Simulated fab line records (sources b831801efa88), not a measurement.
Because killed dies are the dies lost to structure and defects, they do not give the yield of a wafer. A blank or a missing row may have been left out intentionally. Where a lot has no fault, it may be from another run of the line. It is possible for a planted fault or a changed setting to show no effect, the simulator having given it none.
A lot that was struck, set against a sound lot    flow gf180mcu    46 out of 602 route steps
Sound: wafers L548.2, L548.4, L548.6. Struck: wafers L559.1, L559.3, L559.4. The cause is named last.
At each step with rows: each side's tool, then ch and its chambers, then its first start. Under that, the readings that differ: sound wafers    struck wafers    difference of the means    sigmas: that difference in standard deviations of wafers without a fault.
alike: words and numbers the same on both sides, and readings whose means are apart by under 2 such deviations; not compared: readings that were withheld, readings missing a value for some wafer, numbers with overlapping values and no deviation given by the record, and bounds like >300 which may hide the same value.
Wherever a step has rows on one side only, a row that says differs or no value, or a row with sigmas, the two part there. When numbers do not overlap yet have no deviation, they are printed without sigmas and do not part them. A reading missing from all wafers of one side parts the sides only when that side holds two or more wafers.

first, 5 steps without rows for these wafers: GF_LVPWELL_COAT_02 (resist thk 3000 nm); GF_LVPWELL_SOFTBAKE_03; GF_LVPWELL_EXPOSE_04 (exposes mask LVPWELL, target cd 600 nm); GF_LVPWELL_PEB_05; GF_LVPWELL_DEVELOP_06 (develop time 60 s).
GF_LVPWELL_OVL_MEAS_07:
  sound on overlay-02 at day 5 14:40; struck on overlay-02 at day 8 02:10
  alike: LVPWELL_OVL
then, 2 steps without rows for these wafers: GF_LVPWELL_IMPLANT_08; GF_LVPWELL_IMPLANT_09.
GF_LVPWELL_STRIP_10: strips in O2/N2.
  sound on plasma-asher-04 ch 0,1, day 5 14:59; struck on plasma-asher-03 ch 0,1, day 8 02:29
  alike: drypump-motor-current-A, heater-power-w, oes-product-au, strip-time-to-endpoint-s
  not compared: rf-hours-counter-h
GF_LVPWELL_TW_MEAS_11:
  sound on film-metro-03 at day 5 15:06; struck on film-metro-01 at day 8 02:35
reading     sound        struck       difference  sigmas
LVPWELL_TW  546 546 548  565 567 566  +19         +3
then, 2 steps without rows for these wafers: GF_MVSD_DEHYDRATE_00 (time 60 s); GF_MVSD_HMDS_01 (prime time 60 s).
GF_MVSD_COAT_02: resist thk 3000 nm.
  sound on litho-track-04 ch 0, day 5 21:50; struck on litho-track-02, day 8 10:42
  no value came back on the struck wafers for chill-plate-temp-C (C), dispense-pressure-kPa (kPa); on the sound wafers chill-plate-temp-C (C) reads 22.96 22.94 22.98
then, 4 steps without rows for these wafers: GF_MVSD_SOFTBAKE_03; GF_MVSD_EXPOSE_04 (exposes mask MVSD, target cd 1000 nm); GF_MVSD_PEB_05; GF_MVSD_DEVELOP_06 (develop time 60 s).
GF_MVSD_OVL_MEAS_07:
  sound on overlay-02 at day 6 05:34; struck on overlay-01 at day 8 19:09
reading        sound         struck  difference                     sigmas
MVSD_OVL (nm)  1.1 -2.6 0.9  - - -   no value on the struck wafers  
then, 2 steps without rows for these wafers: GF_MVSD_IMPLANT_08; GF_MVSD_IMPLANT_09.
GF_MVSD_STRIP_10: strips in O2/N2.
  sound on plasma-asher-04 ch 0,1, day 6 05:53; struck on plasma-asher-02 ch 0,1, day 8 19:29
  no value came back on the struck wafers for oes-product-au (a.u.), strip-time-to-endpoint-s (s); on the sound wafers oes-product-au (a.u.) reads 0.724 0.718 0.716
  alike: drypump-motor-current-A, heater-power-w
  not compared: rf-hours-counter-h
GF_MVSD_TW_MEAS_11:
  sound on film-metro-03 at day 6 06:00; struck on film-metro-01 at day 8 19:35
reading  sound           struck          difference  sigmas
MVSD_TW  1544 1544 1547  1588 1582 1603  +46         +2
then, 7 steps without rows for these wafers: GF_MVPSD_DEHYDRATE_00 (time 60 s); GF_MVPSD_HMDS_01 (prime time 60 s); GF_MVPSD_COAT_02 (resist thk 3000 nm); GF_MVPSD_SOFTBAKE_03; GF_MVPSD_EXPOSE_04 (exposes mask MVPSD, target cd 1000 nm); GF_MVPSD_PEB_05; GF_MVPSD_DEVELOP_06 (develop time 60 s).
GF_MVPSD_OVL_MEAS_07:
  sound on overlay-02 at day 6 20:28; struck on overlay-01 at day 9 13:00
reading         sound          struck       difference  sigmas
MVPSD_OVL (nm)  -2.6 -1.4 0.2  2.4 2.8 1.7  +3.6        +3
then, 2 steps without rows for these wafers: GF_MVPSD_IMPLANT_08; GF_MVPSD_IMPLANT_09.
GF_MVPSD_STRIP_10: strips in O2/N2.
  sound on plasma-asher-01 ch 0,1, day 6 20:47; struck on plasma-asher-04 ch 0,1, day 9 13:20
reading                       sound              struck             difference  sigmas
drypump-motor-current-A (A)   4.7 4.7 5.6        6.4 6.4 5.9        +1.2        +2
strip-time-to-endpoint-s (s)  36.86 36.80 36.88  37.10 37.12 37.08  +0.25       +2
  alike: heater-power-w, oes-product-au
  not compared: rf-hours-counter-h
GF_MVPSD_TW_MEAS_11:
  sound on film-metro-04 at day 6 20:54; struck on film-metro-03 at day 9 13:26
reading   sound        struck          difference  sigmas
MVPSD_TW  556 556 554  1570 1561 1565  +1010       +99 or more
then, 7 steps without rows for these wafers: GF_VT_IMPLANT_DEHYDRATE_00 (time 60 s); GF_VT_IMPLANT_HMDS_01 (prime time 60 s); GF_VT_IMPLANT_COAT_02 (resist thk 1000 nm); GF_VT_IMPLANT_SOFTBAKE_03 (time 60 s); GF_VT_IMPLANT_EXPOSE_04 (exposes mask LVPWELL LV AREA, target cd 600 nm); GF_VT_IMPLANT_PEB_05; GF_VT_IMPLANT_DEVELOP_06 (develop time 60 s).
GF_VT_IMPLANT_OVL_MEAS_07:
  sound on overlay-02 at day 7 12:22; struck on overlay-02 at day 10 06:48
  alike: VT_IMPLANT_OVL
GF_VT_IMPLANT_TW_MEAS_10:
  sound on film-metro-02 at day 7 12:39; struck on film-metro-04 at day 10 07:05
reading        sound        struck          difference  sigmas
VT_IMPLANT_TW  556 555 555  1611 1602 1605  +1051       +99 or more
GF_VT_IMPLANT_TW_MEAS_21:
  sound on film-metro-02 at day 8 04:48; struck on film-metro-04 at day 11 01:08
reading          sound           struck          difference  sigmas
VT_IMPLANT_2_TW  1199 1209 1203  1795 1778 1780  +581        +45
GF_VT_IMPLANT_TW_MEAS_32:
  sound on film-metro-03 at day 8 22:06; struck on film-metro-02 at day 11 19:35
reading          sound        struck          difference  sigmas
VT_IMPLANT_3_TW  264 263 263  1551 1548 1551  +1287       +99 or more
GF_VT_IMPLANT_TW_MEAS_43:
  sound on film-metro-03 at day 9 14:57; struck on film-metro-02 at day 12 15:05
reading          sound        struck          difference  sigmas
VT_IMPLANT_4_TW  678 677 678  1590 1597 1582  +912        +99 or more

== WHERE THEY PART ==
Earliest at GF_LVPWELL_TW_MEAS_11; latest, in this record, at GF_VT_IMPLANT_TW_MEAS_43.

WHY: what the simulator had put in
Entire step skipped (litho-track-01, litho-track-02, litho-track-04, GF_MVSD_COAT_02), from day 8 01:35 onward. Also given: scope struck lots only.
